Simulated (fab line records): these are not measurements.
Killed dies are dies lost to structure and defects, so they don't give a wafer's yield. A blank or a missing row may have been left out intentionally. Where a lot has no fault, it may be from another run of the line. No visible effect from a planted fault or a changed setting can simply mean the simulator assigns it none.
fab line records ; flow gf180mcu ; part 1 of 2: steps 1 to 30 of 43
record: lots: 5; wafers: 15; lastDay: 32
route steps=602 shown VT_IMPLANT@124 MVSD@136 NWELL@137 LVPWELL@138 MVPSD@139 DUAL_GATE@141 POLY_GATE@157
lots untouched by any fault: they come from a run of this same line in which no faults occurred
startH: the number of hours between the record's first day and the start of the first shown wafer of the lot ; waitH: how many hours have passed since the lot's step before this one ; " repeats the value in the row above ; L1.1+2: one row covering several wafers at once ; - no value present, or no start provided ; * or withheld: withheld ; < > ~ a bound
route shown NAME@n: a module of which the file shows steps, and the number in the route of the first ; usual: mean and standard deviation over wafers with no fault ; same: alike in all rows ; chamber/n: place in a boat ; sites: each site's reading ; _std_site: their standard deviation ; _edge_site: the outer-site mean with the inner-site mean subtracted ; radiusMm: for every site, how far away it sits from the centre of the wafer ; mask NAME#n: copy n ; behind: the tool/chamber that last shaped the wafer ; hold: why the lot was held/for how many hours/how that ended ; device: which transistor (n, p or np) failed to switch ; end of line: at the end of the route, the tests of the same wafers ; a step without rows: its recipe alone ; killed: at the first sort, the dies lost to defects and structure; wafer yield is something else ; map: a wafer's dies, x killed, . not, _ none there
set.NAME: the setting as run; set.NAME@STEP: as run at that earlier step ; model.NAME: the simulator's own value behind a step, which no gauge read
lots at selected steps of the route; one table per step, one row per wafer
services: when a tool's chamber went out of use (startH, in hours from the record's first day, below 0 if earlier), for how many hours, and the reason
== steps ==
step: GF_VT_IMPLANT_HMDS_34
recipe: primeTimeS: 60; primeTempC: 120
usual: primeTempC: 120.00/0.12
lot.wafer;tool;chamber;startH;waitH;primeTempC
L076.1;lithoTrack-03;0;165.82;0.1;120.05
L076.3;lithoTrack-03;0;165.82;0.1;120.03
L076.6;lithoTrack-03;0;165.82;0.1;119.96
L080.1;lithoTrack-04;0;193.38;0.1;120.01
L080.4;lithoTrack-04;0;193.38;0.1;119.90
L080.5;lithoTrack-04;0;193.38;0.1;119.75
L082.1;lithoTrack-04;0;205.77;0.1;120.03
L082.3;lithoTrack-04;0;205.77;0.1;120.08
L082.4;lithoTrack-04;0;205.77;0.1;120.05
L085.3;lithoTrack-04;0;223.92;0.1;119.99
L085.4;lithoTrack-04;0;223.92;0.1;120.06
L085.6;lithoTrack-04;0;223.92;0.1;119.93
L087.1;lithoTrack-03;0;238.82;0.1;120.17
L087.3;lithoTrack-03;0;238.82;0.1;120.08
L087.6;lithoTrack-03;0;238.82;0.1;120.13
step: GF_VT_IMPLANT_COAT_35
recipe: resist: NOVOLAK; spinRpm: 3000; resistThkNm: 1000
lot.wafer;tool;chamber;startH;waitH
L076.1+3+6;lithoTrack-03;0;165.97;0.1
L080.1+4+5;lithoTrack-04;0;193.53;0.1
L082.1+3+4;lithoTrack-04;0;205.92;0.1
L085.3+4+6;lithoTrack-04;0;224.07;0.1
L087.1+3+6;lithoTrack-03;0;238.97;0.1
step: GF_VT_IMPLANT_SOFTBAKE_36
recipe: tempC: 90; timeS: 60; resist: NOVOLAK
lot.wafer;tool;chamber;startH;waitH
L076.1+3+6;lithoTrack-03;0;166.12;0.1
L080.1+4+5;lithoTrack-04;0;193.68;0.1
L082.1+3+4;lithoTrack-04;0;206.07;0.1
L085.3+4+6;lithoTrack-04;0;224.22;0.1
L087.1+3+6;lithoTrack-03;0;239.12;0.1
step: GF_VT_IMPLANT_EXPOSE_37
recipe: maskId: Nwell_HV_AREA; targetCdNm: 860; na: 0.6; sourceShape: conventional; sigmaOuter: 0.6; doseMj: 140
usual: stageVelMmS: 500.07/0.24
lot.wafer;tool;chamber;startH;waitH;mask;stageVelMmS
L076.1;ilineStepper-02;0;-;-;Nwell_HV_AREA#0;500.02
L076.3;ilineStepper-02;0;-;-;Nwell_HV_AREA#0;500.29
L076.6;ilineStepper-02;0;-;-;Nwell_HV_AREA#0;500.16
L080.1;ilineStepper-02;0;-;-;Nwell_HV_AREA#0;499.91
L080.4;ilineStepper-02;0;-;-;Nwell_HV_AREA#0;500.12
L080.5;ilineStepper-02;0;-;-;Nwell_HV_AREA#0;500.09
L082.1;ilineStepper-02;0;-;-;Nwell_HV_AREA#0;500.32
L082.3;ilineStepper-02;0;-;-;Nwell_HV_AREA#0;499.97
L082.4;ilineStepper-02;0;-;-;Nwell_HV_AREA#0;500.23
L085.3;ilineStepper-02;0;-;-;Nwell_HV_AREA#0;499.84
L085.4;ilineStepper-02;0;-;-;Nwell_HV_AREA#0;499.83
L085.6;ilineStepper-02;0;-;-;Nwell_HV_AREA#0;500.10
L087.1;ilineStepper-01;0;-;-;Nwell_HV_AREA#0;500.33
L087.3;ilineStepper-01;0;-;-;Nwell_HV_AREA#0;500.33
L087.6;ilineStepper-01;0;-;-;Nwell_HV_AREA#0;500.19
step: GF_VT_IMPLANT_PEB_38
recipe: tempC: withheld; timeS: *; resist: NOVOLAK
lot.wafer;tool;chamber;startH;waitH
L076.1+3+6;lithoTrack-04;0;-;-
L080.1+4+5;lithoTrack-03;0;-;-
L082.1+3+4;lithoTrack-02;0;-;-
L085.3+4+6;lithoTrack-04;0;-;-
L087.1+3+6;lithoTrack-02;0;-;-
step: GF_VT_IMPLANT_DEVELOP_39
recipe: developTimeS: 60; devTempC: 23
lot.wafer;tool;chamber;startH;waitH
L076.1+3+6;lithoTrack-04;0;174.08;0.1
L080.1+4+5;lithoTrack-03;0;202.37;0.1
L082.1+3+4;lithoTrack-02;0;215.12;0.1
L085.3+4+6;lithoTrack-04;0;233.12;0.1
L087.1+3+6;lithoTrack-02;0;248.42;0.1
step: GF_VT_IMPLANT_OVL_MEAS_40
usual: VT_IMPLANT_03_OVL: 0.6/1.3
lot.wafer;tool;chamber;startH;waitH;VT_IMPLANT_03_OVL[nm]
L076.1;overlay-02;-;174.23;0.1;1.8
L076.3;overlay-02;-;174.23;0.1;0.8
L076.6;overlay-02;-;174.23;0.1;1.9
L080.1;overlay-01;-;202.52;0.1;-0.4
L080.4;overlay-01;-;202.52;0.1;-0.2
L080.5;overlay-01;-;202.52;0.1;0.3
L082.1;overlay-02;-;215.27;0.1;-1.0
L082.3;overlay-02;-;215.27;0.1;0.1
L082.4;overlay-02;-;215.27;0.1;-1.4
L085.3;overlay-02;-;233.24;0.1;-0.2
L085.4;overlay-02;-;233.24;0.1;1.2
L085.6;overlay-02;-;233.24;0.1;-0.2
L087.1;overlay-02;-;248.57;0.1;1.0
L087.3;overlay-02;-;248.57;0.1;0.5
L087.6;overlay-02;-;248.57;0.1;-1.6
step: GF_VT_IMPLANT_IMPLANT_41
recipe: species: As; energyKev: 70; doseCm2: 1.013e+12; tiltDeg: 7
usual: endStationPressureTorr: 5.04e-06/2.9e-07
lot.wafer;tool;chamber;startH;waitH;endStationPressureTorr
L076.1;implanter-02;0;174.26;0.0;5.12e-06
L076.3;implanter-02;0;174.26;0.0;5.11e-06
L076.6;implanter-02;0;174.26;0.0;5.32e-06
L080.1;implanter-03;0;202.55;0.0;5.03e-06
L080.4;implanter-03;0;202.55;0.0;5.56e-06
L080.5;implanter-03;0;202.55;0.0;5.03e-06
L082.1;implanter-01;0;215.31;0.0;5.22e-06
L082.3;implanter-01;0;215.31;0.0;4.75e-06
L082.4;implanter-01;0;215.31;0.0;4.91e-06
L085.3;implanter-01;0;233.31;0.1;5.22e-06
L085.4;implanter-01;0;233.31;0.1;4.66e-06
L085.6;implanter-01;0;233.31;0.1;4.78e-06
L087.1;implanter-02;0;248.61;0.0;4.77e-06
L087.3;implanter-02;0;248.61;0.0;4.86e-06
L087.6;implanter-02;0;248.61;0.0;4.79e-06
step: GF_VT_IMPLANT_STRIP_42
recipe: chemistry: O2/N2; powerW: 1400; pressureMtorr: 1500; platenTempC: 250; o2FlowSccm: 3000; n2FlowSccm: 300; overashFraction: 0.5
usual: drypumpMotorCurrentA: 5.8/0.41; heaterPowerW: 302/26; oesProductAu: 0.716/0.0044; stripTimeToEndpointS: 12.633/0.027
same: overashFraction: 0.5
lot.wafer;tool;chamber;startH;waitH;drypumpMotorCurrentA;heaterPowerW;oesProductAu;rfHoursCounterH;stripTimeToEndpointS
L076.1;plasmaAsher-03;1;174.41;0.1;5.6;296;0.719;52;12.656
L076.3;plasmaAsher-03;1;174.41;0.1;5.6;306;0.717;-;12.610
L076.6;plasmaAsher-03;1;174.41;0.1;5.6;307;0.710;-;12.654
L080.1;plasmaAsher-02;0;202.85;0.2;6.3;348;0.721;42;12.594
L080.4;plasmaAsher-02;0;202.85;0.2;6.3;354;0.717;-;12.601
L080.5;plasmaAsher-02;0;202.85;0.2;6.3;348;0.712;-;12.611
L082.1;plasmaAsher-02;0;215.46;0.1;6.3;347;0.716;43;12.642
L082.3;plasmaAsher-02;1;215.46;0.1;6.6;280;0.718;-;12.589
L082.4;plasmaAsher-02;0;215.46;0.1;6.3;356;0.719;-;12.616
L085.3;plasmaAsher-03;1;233.44;0.1;5.7;303;0.718;-;12.619
L085.4;plasmaAsher-03;0;233.44;0.1;5.6;271;0.725;-;12.657
L085.6;plasmaAsher-03;0;233.44;0.1;5.6;273;0.712;-;12.619
L087.1;plasmaAsher-03;1;248.76;0.1;5.6;300;0.726;60;12.639
L087.3;plasmaAsher-03;1;248.76;0.1;5.6;294;0.714;-;12.671
L087.6;plasmaAsher-03;1;248.76;0.1;5.6;302;0.716;-;12.670
step: GF_VT_IMPLANT_TW_MEAS_43
usual: VT_IMPLANT_4_TW: 689/7
lot.wafer;tool;chamber;startH;waitH;VT_IMPLANT_4_TW
L076.1;filmMetro-03;-;174.51;0.1;696
L076.3;filmMetro-03;-;174.51;0.1;701
L076.6;filmMetro-03;-;174.51;0.1;697
L080.1;filmMetro-02;-;202.95;0.1;685
L080.4;filmMetro-02;-;202.95;0.1;683
L080.5;filmMetro-02;-;202.95;0.1;686
L082.1;filmMetro-04;-;215.56;0.1;693
L082.3;filmMetro-04;-;215.56;0.1;695
L082.4;filmMetro-04;-;215.56;0.1;694
L085.3;filmMetro-02;-;233.53;0.1;679
L085.4;filmMetro-02;-;233.53;0.1;682
L085.6;filmMetro-02;-;233.53;0.1;679
L087.1;filmMetro-02;-;248.86;0.1;678
L087.3;filmMetro-02;-;248.86;0.1;682
L087.6;filmMetro-02;-;248.86;0.1;679
step: GF_VT_IMPLANT_CLEAN_44
recipe: chemistry: SC1/SC2; mix: 1:4:20; tempC: 70; timeS: 150; dry: n2Spin
lot.wafer;tool;chamber;startH;waitH
L076.1+3+6;wetBench-04;0;174.57;0.1
L080.1+4+5;wetBench-02;2;203.01;0.1
L082.1+3+4;wetBench-04;0;215.62;0.1
L085.3+4+6;wetBench-02;1;233.57;0.0
L087.1+3+6;wetBench-04;1;248.92;0.1
step: GF_VT_IMPLANT_RTA_45
recipe: tempC: 1050; timeS: 30; ambient: N2
usual: lampPowerPct: 40.0/0.82; wafer_temp_C_max: 1054.3/0.85
lot.wafer;tool;chamber;startH;waitH;lampPowerPct;wafer_temp_C_max
L076.1;rtpAnneal-01;0;174.62;0.0;40.9;1054.6
L076.3;rtpAnneal-01;0;174.62;0.0;40.9;1053.5
L076.6;rtpAnneal-01;0;174.62;0.0;40.9;1056.0
L080.1;rtpAnneal-02;0;203.06;0.0;39.3;1052.9
L080.4;rtpAnneal-02;0;203.06;0.0;39.2;1053.6
L080.5;rtpAnneal-02;0;203.06;0.0;39.1;1054.5
L082.1;rtpAnneal-01;0;215.67;0.0;40.8;1054.5
L082.3;rtpAnneal-01;0;215.67;0.0;40.9;1054.4
L082.4;rtpAnneal-01;0;215.67;0.0;40.9;1056.0
L085.3;rtpAnneal-02;0;233.65;0.0;39.2;1054.8
L085.4;rtpAnneal-02;0;233.65;0.0;39.2;1054.7
L085.6;rtpAnneal-02;0;233.65;0.0;39.2;1054.9
L087.1;rtpAnneal-02;0;248.97;0.0;39.2;1055.8
L087.3;rtpAnneal-02;0;248.97;0.0;39.2;1053.7
L087.6;rtpAnneal-02;0;248.97;0.0;39.2;1055.6
step: GF_VT_IMPLANT_RS_MEAS_46
recipe: thkMeasGauge: four-point-probe
usual: MVSD_RS: 456.1/1.2
lot.wafer;tool;chamber;startH;waitH;MVSD_RS[ohm/sq]
L076.1;filmMetro-04;-;174.72;0.1;455.8
L076.3;filmMetro-04;-;174.72;0.1;457.0
L076.6;filmMetro-04;-;174.72;0.1;455.9
L080.1;filmMetro-04;-;203.26;0.2;459.4
L080.4;filmMetro-04;-;203.26;0.2;458.2
L080.5;filmMetro-04;-;203.26;0.2;457.8
L082.1;filmMetro-03;-;215.77;0.1;454.8
L082.3;filmMetro-03;-;215.77;0.1;454.1
L082.4;filmMetro-03;-;215.77;0.1;455.3
L085.3;filmMetro-04;-;233.76;0.1;455.6
L085.4;filmMetro-04;-;233.76;0.1;455.0
L085.6;filmMetro-04;-;233.76;0.1;455.7
L087.1;filmMetro-01;-;249.07;0.1;455.8
L087.3;filmMetro-01;-;249.07;0.1;456.6
L087.6;filmMetro-01;-;249.07;0.1;456.7
step: GF_VT_IMPLANT_RS_MEAS_47
recipe: thkMeasGauge: four-point-probe
usual: NWELL_RS: 487.1/1.4
lot.wafer;tool;chamber;startH;waitH;NWELL_RS[ohm/sq]
L076.1;filmMetro-04;-;174.84;0.1;487.4
L076.3;filmMetro-04;-;174.84;0.1;488.6
L076.6;filmMetro-04;-;174.84;0.1;488.0
L080.1;filmMetro-04;-;203.38;0.1;486.4
L080.4;filmMetro-04;-;203.38;0.1;486.6
L080.5;filmMetro-04;-;203.38;0.1;487.0
L082.1;filmMetro-03;-;215.89;0.1;485.8
L082.3;filmMetro-03;-;215.89;0.1;487.2
L082.4;filmMetro-03;-;215.89;0.1;485.8
L085.3;filmMetro-04;-;233.88;0.1;487.5
L085.4;filmMetro-04;-;233.88;0.1;487.1
L085.6;filmMetro-04;-;233.88;0.1;486.7
L087.1;filmMetro-01;-;249.19;0.1;491.4
L087.3;filmMetro-01;-;249.19;0.1;491.2
L087.6;filmMetro-01;-;249.19;0.1;491.8
step: GF_VT_IMPLANT_RS_MEAS_48
recipe: thkMeasGauge: four-point-probe
usual: LVPWELL_RS: 1220.7/3
lot.wafer;tool;chamber;startH;waitH;LVPWELL_RS[ohm/sq]
L076.1;filmMetro-04;-;174.96;0.1;1220.6
L076.3;filmMetro-04;-;174.96;0.1;1219.7
L076.6;filmMetro-04;-;174.96;0.1;1220.2
L080.1;filmMetro-04;-;203.50;0.1;1218.2
L080.4;filmMetro-04;-;203.50;0.1;1221.6
L080.5;filmMetro-04;-;203.50;0.1;1215.7
L082.1;filmMetro-03;-;216.01;0.1;1217.5
L082.3;filmMetro-03;-;216.01;0.1;1218.6
L082.4;filmMetro-03;-;216.01;0.1;1219.1
L085.3;filmMetro-04;-;234.00;0.1;1222.5
L085.4;filmMetro-04;-;234.00;0.1;1223.8
L085.6;filmMetro-04;-;234.00;0.1;1223.7
L087.1;filmMetro-01;-;249.31;0.1;1223.1
L087.3;filmMetro-01;-;249.31;0.1;1222.5
L087.6;filmMetro-01;-;249.31;0.1;1227.0
step: GF_VT_IMPLANT_RS_MEAS_49
recipe: thkMeasGauge: four-point-probe
usual: MVPSD_RS: 1167.7/2.9
lot.wafer;tool;chamber;startH;waitH;MVPSD_RS[ohm/sq]
L076.1;filmMetro-04;-;175.08;0.1;1166.3
L076.3;filmMetro-04;-;175.08;0.1;1167.7
L076.6;filmMetro-04;-;175.08;0.1;1164.0
L080.1;filmMetro-04;-;203.62;0.1;1174.0
L080.4;filmMetro-04;-;203.62;0.1;1172.2
L080.5;filmMetro-04;-;203.62;0.1;1171.9
L082.1;filmMetro-03;-;216.13;0.1;1163.5
L082.3;filmMetro-03;-;216.13;0.1;1166.6
L082.4;filmMetro-03;-;216.13;0.1;1163.8
L085.3;filmMetro-04;-;234.12;0.1;1161.6
L085.4;filmMetro-04;-;234.12;0.1;1166.9
L085.6;filmMetro-04;-;234.12;0.1;1164.4
L087.1;filmMetro-01;-;249.43;0.1;1169.4
L087.3;filmMetro-01;-;249.43;0.1;1169.2
L087.6;filmMetro-01;-;249.43;0.1;1165.0
step: GF_VT_IMPLANT_WET_ETCH_50
recipe: chemistry: dHF; targetDepthNm: 20; target: SiO2; tempC: 25; dilution: 100:1; timeS: 400
lot.wafer;tool;chamber;startH;waitH
L076.1+3+6;wetBench-02;2;175.20;0.1
L080.1+4+5;wetBench-03;2;203.74;0.1
L082.1+3+4;wetBench-04;3;216.25;0.1
L085.3+4+6;wetBench-02;3;234.20;0.1
L087.1+3+6;wetBench-03;3;249.55;0.1
step: GF_DUAL_GATE_CLEAN_00
recipe: chemistry: SC1/SC2; mix: 1:4:20; tempC: 70; timeS: 150
lot.wafer;tool;chamber;startH;waitH
L076.1+3+6;wetBench-03;3;175.32;0.0
L080.1+4+5;wetBench-02;3;203.86;0.0
L082.1+3+4;wetBench-02;1;216.37;0.0
L085.3+4+6;wetBench-04;2;234.32;0.0
L087.1+3+6;wetBench-02;1;249.67;0.0
step: GF_DUAL_GATE_CLEAN_01
recipe: chemistry: dHF; timeS: 20; dilution: 100:1; dry: ipaMarangoni
lot.wafer;tool;chamber;startH;waitH
L076.1+3+6;wetBench-04;3;175.37;0.0
L080.1+4+5;wetBench-04;2;203.91;0.0
L082.1+3+4;wetBench-04;3;216.42;0.0
L085.3+4+6;wetBench-04;3;234.37;0.0
L087.1+3+6;wetBench-04;1;249.72;0.0
step: GF_DUAL_GATE_OXIDATION_02
recipe: tempC: 900; ambient: O2; stabiliseS: 600; purgeS: 300; targetThkA: 108.87; oxTimeS: 1602
usual: zonePowerTopPct: 32.3/0.96
lot.wafer;tool;chamber;startH;waitH;zonePowerTopPct
L076.1;furnace-02;0;176.43;1.0;33.3
L076.3;furnace-02;0;176.43;1.0;33.3
L076.6;furnace-02;0;176.43;1.0;33.0
L080.1;furnace-01;0;203.93;0.0;31.3
L080.4;furnace-01;0;203.93;0.0;31.5
L080.5;furnace-01;0;203.93;0.0;31.5
L082.1;furnace-01;0;216.43;0.0;31.7
L082.3;furnace-01;0;216.43;0.0;31.2
L082.4;furnace-01;0;216.43;0.0;31.3
L085.3;furnace-01;0;235.77;1.4;31.5
L085.4;furnace-01;0;235.77;1.4;31.3
L085.6;furnace-01;0;235.77;1.4;31.7
L087.1;furnace-02;0;249.74;0.0;33.4
L087.3;furnace-02;0;249.74;0.0;33.3
L087.6;furnace-02;0;249.74;0.0;33.1
step: GF_DUAL_GATE_THK_MEAS_03
recipe: reads: SiO2_of_DUAL_GATE_OXIDATION_02
usual: DUAL_GATE_OXIDATION_00_THK: 10.86/0.26
lot.wafer;tool;chamber;startH;waitH;DUAL_GATE_OXIDATION_00_THK[nm]
L076.1;filmMetro-02;-;177.87;0.0;10.52
L076.3;filmMetro-02;-;177.87;0.0;10.80
L076.6;filmMetro-02;-;177.87;0.0;10.64
L080.1;filmMetro-01;-;205.37;0.0;11.10
L080.4;filmMetro-01;-;205.37;0.0;11.12
L080.5;filmMetro-01;-;205.37;0.0;11.15
L082.1;filmMetro-04;-;217.88;0.0;10.99
L082.3;filmMetro-04;-;217.88;0.0;10.96
L082.4;filmMetro-04;-;217.88;0.0;10.81
L085.3;filmMetro-04;-;237.23;0.0;10.80
L085.4;filmMetro-04;-;237.23;0.0;10.73
L085.6;filmMetro-04;-;237.23;0.0;10.72
L087.1;filmMetro-01;-;251.18;0.0;10.93
L087.3;filmMetro-01;-;251.18;0.0;10.69
L087.6;filmMetro-01;-;251.18;0.0;10.74
step: GF_DUAL_GATE_DEHYDRATE_04
recipe: tempC: 200; timeS: 60
lot.wafer;tool;chamber;startH;waitH
L076.1+3+6;lithoTrack-02;0;185.72;7.8
L080.1+4+5;lithoTrack-01;0;213.83;8.5
L082.1+3+4;lithoTrack-02;0;226.42;8.5
L085.3+4+6;lithoTrack-03;0;246.27;9.0
L087.1+3+6;lithoTrack-01;0;259.93;8.7
step: GF_DUAL_GATE_HMDS_05
recipe: primeTimeS: 60; primeTempC: 120
usual: primeTempC: 120.01/0.14
lot.wafer;tool;chamber;startH;waitH;primeTempC
L076.1;lithoTrack-02;0;185.87;0.1;119.82
L076.3;lithoTrack-02;0;185.87;0.1;119.86
L076.6;lithoTrack-02;0;185.87;0.1;119.82
L080.1;lithoTrack-01;0;213.98;0.1;120.27
L080.4;lithoTrack-01;0;213.98;0.1;119.96
L080.5;lithoTrack-01;0;213.98;0.1;120.05
L082.1;lithoTrack-02;0;226.57;0.1;119.92
L082.3;lithoTrack-02;0;226.57;0.1;119.96
L082.4;lithoTrack-02;0;226.57;0.1;119.93
L085.3;lithoTrack-03;0;246.42;0.1;120.02
L085.4;lithoTrack-03;0;246.42;0.1;119.97
L085.6;lithoTrack-03;0;246.42;0.1;120.14
L087.1;lithoTrack-01;0;260.08;0.1;120.08
L087.3;lithoTrack-01;0;260.08;0.1;120.15
L087.6;lithoTrack-01;0;260.08;0.1;119.96
step: GF_DUAL_GATE_COAT_06
recipe: resist: NOVOLAK; spinRpm: 3000; resistThkNm: 1000
lot.wafer;tool;chamber;startH;waitH
L076.1+3+6;lithoTrack-02;0;186.02;0.1
L080.1+4+5;lithoTrack-01;0;214.13;0.1
L082.1+3+4;lithoTrack-02;0;226.72;0.1
L085.3+4+6;lithoTrack-03;0;246.57;0.1
L087.1+3+6;lithoTrack-01;0;260.23;0.1
step: GF_DUAL_GATE_SOFTBAKE_07
recipe: tempC: 90; timeS: 60; resist: NOVOLAK
lot.wafer;tool;chamber;startH;waitH
L076.1+3+6;lithoTrack-02;0;186.17;0.1
L080.1+4+5;lithoTrack-01;0;214.28;0.1
L082.1+3+4;lithoTrack-02;0;226.87;0.1
L085.3+4+6;lithoTrack-03;0;246.72;0.1
L087.1+3+6;lithoTrack-01;0;260.38;0.1
step: GF_DUAL_GATE_EXPOSE_08
recipe: maskId: Dualgate; targetCdNm: 700; na: 0.6; sourceShape: conventional; sigmaOuter: 0.6; doseMj: 140
usual: stageVelMmS: 499.96/0.28
lot.wafer;tool;chamber;startH;waitH;mask;stageVelMmS
L076.1;ilineStepper-02;0;-;-;Dualgate#0;500.02
L076.3;ilineStepper-02;0;-;-;Dualgate#0;499.87
L076.6;ilineStepper-02;0;-;-;Dualgate#0;499.94
L080.1;ilineStepper-01;0;-;-;Dualgate#0;500.08
L080.4;ilineStepper-01;0;-;-;Dualgate#0;500.19
L080.5;ilineStepper-01;0;-;-;Dualgate#0;500.36
L082.1;ilineStepper-02;0;-;-;Dualgate#0;500.28
L082.3;ilineStepper-02;0;-;-;Dualgate#0;500.03
L082.4;ilineStepper-02;0;-;-;Dualgate#0;500.00
L085.3;ilineStepper-01;0;-;-;Dualgate#0;499.76
L085.4;ilineStepper-01;0;-;-;Dualgate#0;499.66
L085.6;ilineStepper-01;0;-;-;Dualgate#0;499.75
L087.1;ilineStepper-01;0;-;-;Dualgate#0;500.57
L087.3;ilineStepper-01;0;-;-;Dualgate#0;499.70
L087.6;ilineStepper-01;0;-;-;Dualgate#0;499.59
step: GF_DUAL_GATE_PEB_09
recipe: tempC: withheld; timeS: *; resist: NOVOLAK
lot.wafer;tool;chamber;startH;waitH
L076.1+3+6;lithoTrack-03;0;-;-
L080.1+4+5;lithoTrack-03;0;-;-
L082.1+3+4;lithoTrack-03;0;-;-
L085.3+4+6;lithoTrack-03;0;-;-
L087.1+3+6;lithoTrack-03;0;-;-
step: GF_DUAL_GATE_DEVELOP_10
recipe: developTimeS: 60; devTempC: 22.14
lot.wafer;tool;chamber;startH;waitH
L076.1+3+6;lithoTrack-03;0;195.02;0.1
L080.1+4+5;lithoTrack-03;0;223.27;0.1
L082.1+3+4;lithoTrack-03;0;235.97;0.1
L085.3+4+6;lithoTrack-03;0;256.22;0.1
L087.1+3+6;lithoTrack-03;0;270.17;0.1
step: GF_DUAL_GATE_OVL_MEAS_11
usual: DUAL_GATE_OVL: 2.0/1.3
lot.wafer;tool;chamber;startH;waitH;DUAL_GATE_OVL[nm]
L076.1;overlay-01;-;195.17;0.1;2.9
L076.3;overlay-01;-;195.17;0.1;1.1
L076.6;overlay-01;-;195.17;0.1;3.3
L080.1;overlay-02;-;223.42;0.1;0.5
L080.4;overlay-02;-;223.42;0.1;0.6
L080.5;overlay-02;-;223.42;0.1;1.2
L082.1;overlay-02;-;236.12;0.1;4.9
L082.3;overlay-02;-;236.12;0.1;3.6
L082.4;overlay-02;-;236.12;0.1;3.6
L085.3;overlay-01;-;256.33;0.1;1.5
L085.4;overlay-01;-;256.33;0.1;0.9
L085.6;overlay-01;-;256.33;0.1;-1.1
L087.1;overlay-02;-;270.32;0.1;2.1
L087.3;overlay-02;-;270.32;0.1;0.9
L087.6;overlay-02;-;270.32;0.1;2.2
step: GF_DUAL_GATE_WET_ETCH_12
recipe: chemistry: dHF; targetDepthNm: 13; dry: n2Spin; target: SiO2; tempC: 25; dilution: 100:1; timeS: 260
lot.wafer;tool;chamber;startH;waitH
L076.1+3+6;wetBench-04;1;195.20;0.0
L080.1+4+5;wetBench-04;3;223.45;0.0
L082.1+3+4;wetBench-02;2;236.15;0.0
L085.3+4+6;wetBench-03;2;256.35;0.0
L087.1+3+6;wetBench-02;3;270.35;0.0
